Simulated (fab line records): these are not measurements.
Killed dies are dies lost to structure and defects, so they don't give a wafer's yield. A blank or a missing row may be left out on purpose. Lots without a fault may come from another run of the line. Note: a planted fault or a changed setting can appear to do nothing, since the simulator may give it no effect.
Commonality check across tools    flow gf180mcu    42 wafers sampled across 12 lots

REASON FOR OPENING
Of 12 lots, 2 have the reading LVPWELL_RS flagged at GF_VT_IMPLANT_RS_MEAS_48. Fault-free wafers read 1199 ohm/sq, with a standard deviation of 3.1.
Rule: a lot is flagged when every wafer of it that has a number lies more than 4 standard deviations from that mean, or none has a number. The other lots count as sound.

lot   measured      on             LVPWELL_RS (ohm/sq), wafer by wafer  flag
L178  day 7 14:45   film-metro-04  1197 1196 1197                       
L180  day 8 00:49   film-metro-03  1201 1200 1202                       
L182  day 8 13:41   film-metro-03  1200 1199 1200                       
L183  day 8 23:57   film-metro-04  1198 1200 1201                       
L188  day 10 08:56  film-metro-01  1197 1202 1198                       
L189  day 10 15:25  film-metro-03  1199 1200 1198                       
L190  day 10 22:00  film-metro-01  1199 1197 1199                       
L192  day 11 10:05  film-metro-03  1198 1200 1196                       
L196  day 12 13:58  film-metro-04  1179 1179 1183 1179 1179 1183        FLAGGED
L197  day 12 21:13  film-metro-01  1201 1199 1197                       
L199  day 13 10:10  film-metro-04  1176 1177 1177 1177 1178 1179        FLAGGED
L201  day 14 02:13  film-metro-04  1194 1194 1195                       
The mean of the flagged lots' numbers is 1179 ohm/sq, -20 ohm/sq from the usual (-7 standard deviations).

EACH LOT AND THE TOOL IT RAN ON
The record holds 1 process step before the reading, out of a route of 602 steps. Each cell gives the tool, then ch followed by the chambers the sampled wafers passed through, then the start.
lot   flag     GF_LVPWELL_IMPLANT_09
L178           implanter-04 ch 0, day 3 21:33
L180           implanter-04 ch 0, day 4 06:37
L182           implanter-02 ch 0, day 4 17:27
L183           implanter-04 ch 0, day 5 01:19
L188           implanter-01 ch 0, day 6 04:48
L189           implanter-02 ch 0, day 6 11:25
L190           implanter-02 ch 0, day 6 15:48
L192           implanter-01 ch 0, day 7 02:09
L196  FLAGGED  implanter-04 ch 0, day 8 02:28
L197           implanter-02 ch 0, day 8 09:29
L199  FLAGGED  implanter-04 ch 0, day 8 20:30
L201           implanter-01 ch 0, day 9 07:44
What the steps here do:
- GF_LVPWELL_IMPLANT_09
- GF_VT_IMPLANT_RS_MEAS_48: measures by four-point-probe.

FLAGGED AGAINST TOTAL, ONE TOOL AT A TIME (gauges that did the reading follow at the end)
step                      tool           lots run  flagged  share of the flagged lots  sound lots run after its first flagged lot
GF_LVPWELL_IMPLANT_09     implanter-01   3         0        none                       -
GF_LVPWELL_IMPLANT_09     implanter-02   4         0        none                       -
GF_LVPWELL_IMPLANT_09     implanter-04   5         2        all                        0
GF_VT_IMPLANT_RS_MEAS_48  film-metro-01  3         0        none                       -
GF_VT_IMPLANT_RS_MEAS_48  film-metro-03  4         0        none                       -
GF_VT_IMPLANT_RS_MEAS_48  film-metro-04  5         2        all                        1 (L201)

THE TABLE: WHAT IT ALLOWS
Rows of the table that ran all the flagged lots, 2 in number: implanter-04 at GF_LVPWELL_IMPLANT_09; film-metro-04 at GF_VT_IMPLANT_RS_MEAS_48.
- implanter-04 at GF_LVPWELL_IMPLANT_09 ran 5 lots, 2 of them flagged. Its last sound lot is L183 (day 5 01:19), its first flagged lot L196 (day 8 02:28): a fault that began between those two fits. Its own readings lie more than 4 standard deviations out on every wafer of the flagged lots: dose-ions-cm2.
- film-metro-04 at GF_VT_IMPLANT_RS_MEAS_48 ran 5 lots, 2 of them flagged. Sound lots ran on it after the first flagged one (L201), which a lasting fault on the whole tool wouldn't allow.
implanter-04 at GF_LVPWELL_IMPLANT_09 is the single tool remaining.

WHAT WAS PUT IN BY THE SIMULATOR
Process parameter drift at GF_LVPWELL_IMPLANT_09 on implanter-04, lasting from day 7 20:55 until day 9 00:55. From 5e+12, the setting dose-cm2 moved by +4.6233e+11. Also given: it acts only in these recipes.
Shown lots that were struck: L196, L199. The rule given above showed the same thing.
